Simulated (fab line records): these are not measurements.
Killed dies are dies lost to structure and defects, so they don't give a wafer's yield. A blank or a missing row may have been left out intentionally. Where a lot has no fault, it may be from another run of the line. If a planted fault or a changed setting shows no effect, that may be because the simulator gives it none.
Chamber matching || flow gf180mcu || GF_V2_ETCH_16 on rie_diel-01 has 4 sister chambers
The step etches BARC in N2/H2. 18 wafers are shown with their chamber, then 9 later ones without.

WAFERS PAIRED WITH THEIR CHAMBERS
{"wafer": "L079.2", "chamber": 1, "throttle_valve_pct (%)": 13.213, "oes_product_au (a.u.)": 0.853}
{"wafer": "L079.4", "chamber": 2, "throttle_valve_pct (%)": 13.236, "oes_product_au (a.u.)": 0.860}
{"wafer": "L079.5", "chamber": 2, "throttle_valve_pct (%)": 13.219, "oes_product_au (a.u.)": 0.856}
{"wafer": "L081.1", "chamber": 3, "throttle_valve_pct (%)": 13.205, "oes_product_au (a.u.)": 0.862}
{"wafer": "L081.2", "chamber": 1, "throttle_valve_pct (%)": 13.217, "oes_product_au (a.u.)": 0.857}
{"wafer": "L081.6", "chamber": 0, "throttle_valve_pct (%)": 13.220, "oes_product_au (a.u.)": 0.850}
{"wafer": "L085.2", "chamber": 2, "throttle_valve_pct (%)": 13.227, "oes_product_au (a.u.)": 0.851}
{"wafer": "L085.4", "chamber": 0, "throttle_valve_pct (%)": 13.223, "oes_product_au (a.u.)": 0.851}
{"wafer": "L085.6", "chamber": 3, "throttle_valve_pct (%)": 13.217, "oes_product_au (a.u.)": 0.854}
{"wafer": "L087.1", "chamber": 1, "throttle_valve_pct (%)": 13.219, "oes_product_au (a.u.)": 0.852}
{"wafer": "L087.3", "chamber": 2, "throttle_valve_pct (%)": 13.240, "oes_product_au (a.u.)": 0.854}
{"wafer": "L087.6", "chamber": 1, "throttle_valve_pct (%)": 13.220, "oes_product_au (a.u.)": 0.862}
{"wafer": "L088.1", "chamber": 3, "throttle_valve_pct (%)": 13.222, "oes_product_au (a.u.)": 0.861}
{"wafer": "L088.2", "chamber": 2, "throttle_valve_pct (%)": 13.237, "oes_product_au (a.u.)": 0.862}
{"wafer": "L088.6", "chamber": 3, "throttle_valve_pct (%)": 13.218, "oes_product_au (a.u.)": 0.852}
{"wafer": "L089.1", "chamber": 1, "throttle_valve_pct (%)": 13.236, "oes_product_au (a.u.)": 0.849}
{"wafer": "L089.4", "chamber": 3, "throttle_valve_pct (%)": 13.228, "oes_product_au (a.u.)": 0.856}
{"wafer": "L089.6", "chamber": 3, "throttle_valve_pct (%)": 13.217, "oes_product_au (a.u.)": 0.854}

SIGNATURES (means of the wafers above)
{"reading": "throttle_valve_pct", "chamber 0": 13.22150, "chamber 1": 13.22100, "chamber 2": 13.23180, "chamber 3": 13.21783, "scatter within a chamber": 0.00802}
{"reading": "oes_product_au", "chamber 0": 0.85050, "chamber 1": 0.85460, "chamber 2": 0.85660, "chamber 3": 0.85650, "scatter within a chamber": 0.00435}
Rule: distance of a wafer from a chamber = root of the sum over the readings of ((wafer's reading minus chamber's mean) / reading's scatter) squared. The wafer belongs to the nearest chamber; if the next one is less than 2 further off, it can't be placed. The scatter is the square root of a quotient: the sum, over the shown wafers, of each reading's squared deviation from its chamber's mean, divided by wafers minus chambers.

WAFERS WITH NO CHAMBER GIVEN
{"wafer": "L090.1", "throttle_valve_pct (%)": 13.217, "oes_product_au (a.u.)": 0.844}
{"wafer": "L090.4", "throttle_valve_pct (%)": 13.234, "oes_product_au (a.u.)": 0.859}
{"wafer": "L090.6", "throttle_valve_pct (%)": 13.210, "oes_product_au (a.u.)": 0.852}
{"wafer": "L091.1", "throttle_valve_pct (%)": 13.213, "oes_product_au (a.u.)": 0.854}
{"wafer": "L091.2", "throttle_valve_pct (%)": 13.220, "oes_product_au (a.u.)": 0.846}
{"wafer": "L091.3", "throttle_valve_pct (%)": 13.206, "oes_product_au (a.u.)": 0.848}
{"wafer": "L094.1", "throttle_valve_pct (%)": 13.220, "oes_product_au (a.u.)": 0.843}
{"wafer": "L094.2", "throttle_valve_pct (%)": 13.212, "oes_product_au (a.u.)": 0.858}
{"wafer": "L094.6", "throttle_valve_pct (%)": 13.230, "oes_product_au (a.u.)": 0.867}

WHICH CHAMBER EACH WENT THROUGH
{"wafer": "L090.1", "from the rows above": "can't be placed: 0 or 1 or 3 or 2", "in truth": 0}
{"wafer": "L090.4", "from the rows above": "can't be placed: 2 or 1 or 3 or 0", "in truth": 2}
{"wafer": "L090.6", "from the rows above": "can't be placed: 3 or 0 or 1 or 2", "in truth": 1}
{"wafer": "L091.1", "from the rows above": "can't be placed: 3 or 1 or 0 or 2", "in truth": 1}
{"wafer": "L091.2", "from the rows above": "can't be placed: 0 or 1 or 3 or 2", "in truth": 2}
{"wafer": "L091.3", "from the rows above": "can't be placed: 0 or 1 or 3 or 2", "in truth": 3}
{"wafer": "L094.1", "from the rows above": "can't be placed: 0 or 1 or 3 or 2", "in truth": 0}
{"wafer": "L094.2", "from the rows above": "can't be placed: 3 or 1 or 0 or 2", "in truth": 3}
{"wafer": "L094.6", "from the rows above": "can't be placed: 2 or 3 or 1 or 0", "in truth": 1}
Placed correctly: 0 of 9. Unplaceable from these rows: 9, with the true chamber sitting among the candidates in 9. Placed wrongly: 0.
